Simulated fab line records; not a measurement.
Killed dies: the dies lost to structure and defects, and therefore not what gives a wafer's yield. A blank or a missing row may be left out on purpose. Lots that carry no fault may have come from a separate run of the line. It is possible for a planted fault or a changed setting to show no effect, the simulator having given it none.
Chamber matching    flow sfq line    4 sister chambers for SFQ_TRILAYER_I0_CMP_CMP_028 on cmp-02
The step polishes SiO2. 4 wafers are shown with their chamber, then 7 later ones without.

== EACH WAFER AND ITS CHAMBER ==
wafer   chamber  motor current A (A)
L789.3  0        10.2
L791.5  2        10.0
L795.1  3        11.1
L795.5  1        10.5

== WAFERS WITH NO CHAMBER GIVEN ==
wafer   motor current A (A)
L795.6  9.9
L799.4  11.4
L799.5  10.1
L799.6  10.9
L800.1  10.6
L800.5  9.5
L800.6  10.6

== THE CHAMBER EACH PASSED THROUGH ==
wafer   from the rows above           in truth
L795.6  can't be placed: 2 or 0       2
L799.4  3                             3
L799.5  can't be placed: 0 or 2 or 1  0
L799.6  can't be placed: 3 or 1       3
L800.1  can't be placed: 1 or 0 or 3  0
L800.5  can't be placed: 2 or 0       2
L800.6  can't be placed: 1 or 0 or 3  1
Correct placement for 1 of the 7. These rows do not allow placing 6 (true chamber among the candidates in 6). Number placed wrongly: 0.
How it was worked out, from the rows above alone: a wafer's distance from a chamber is the root of the sum, over the readings, of the square of ((its reading less the chamber's mean) divided by the reading's scatter). The wafer belongs to the nearest chamber; if the next one is less than 2 further off, it can't be placed. For every chamber, the mean is computed from those of its wafers that are shown. The scatter: root of mean squared gap, hidden wafer to nearest shown wafer, with one shown wafer a chamber.
